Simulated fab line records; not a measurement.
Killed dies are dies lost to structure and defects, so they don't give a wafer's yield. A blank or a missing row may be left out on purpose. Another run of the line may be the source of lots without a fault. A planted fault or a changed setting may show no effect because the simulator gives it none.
Struck lot and sound lot, side by side || flow gf180mcu || 14 steps out of a route of 602
Sound: the wafers L174.1, L174.3, L174.4. The struck wafers were L186.4, L186.5, L186.6. The cause is named last.
Per side, at each step with rows, come the tool, then ch with its chambers, and then its first start. Under that, the readings that differ: sound wafers || struck wafers || difference of the means || sigmas: that difference in standard deviations of wafers without a fault.
alike: same words and numbers on both sides, and readings whose means sit less than 2 such deviations apart. not compared: any withheld reading, any reading some wafer has no value for, any bound like >300 that may hide the same value, and any number with overlapping values for which the record gives no deviation.
Wherever a step has rows on one side only, a row that says differs or no value, or a row with sigmas, the two part there. Numbers that have no deviation but don't overlap get no sigmas and don't part them. Lack of a reading on every wafer of one side parts them only where that side has two or more wafers.

first, 3 steps without rows for these wafers: GF_LVPWELL_EXPOSE_04 (exposes mask LVPWELL, target cd 600 nm); GF_LVPWELL_PEB_05; GF_LVPWELL_DEVELOP_06 (develop time 60 s).
GF_LVPWELL_OVL_MEAS_07:
  sound: overlay-01 at day 4 17:55; struck: overlay-01 at day 7 17:34
  alike: LVPWELL_OVL
then, 2 steps without rows for these wafers: GF_LVPWELL_IMPLANT_08; GF_LVPWELL_IMPLANT_09.
GF_LVPWELL_STRIP_10: strips in O2/N2.
  sound on plasma-asher-04 ch 0,1, day 4 18:15; struck on plasma-asher-03 ch 0,1, day 7 17:55
  alike: drypump-motor-current-A, heater-power-w, oes-product-au, strip-time-to-endpoint-s
  not compared: rf-hours-counter-h
GF_LVPWELL_TW_MEAS_11:
  sound: film-metro-04 at day 4 18:21; struck: film-metro-04 at day 7 18:01
  alike: LVPWELL_TW
then, 4 steps without rows for these wafers: GF_MVSD_DEHYDRATE_00 (time 60 s); GF_MVSD_HMDS_01 (prime time 60 s); GF_MVSD_COAT_02 (resist thk 3000 nm); GF_MVSD_SOFTBAKE_03.
GF_MVSD_EXPOSE_04: exposes mask MVSD, target cd 1000 nm.
  struck on iline-stepper-02, day 8 02:40; sound on iline-stepper-02 ch 0, day 5 01:21
  no value came back on the struck wafers for exposure-dose-mJ-cm2, focus-offset-nm (nm); on the sound wafers exposure-dose-mJ-cm2 reads 259.69 259.96 259.80
  alike: mask
then, 1 step without rows for these wafers: GF_MVSD_PEB_05.

== WHERE THEY PART ==
Within this record, at GF_MVSD_EXPOSE_04 only.

WHY: the cause the simulator had injected
Skipped step whole: iline-stepper-02, from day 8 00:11 on, at GF_MVSD_EXPOSE_04. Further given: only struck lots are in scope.
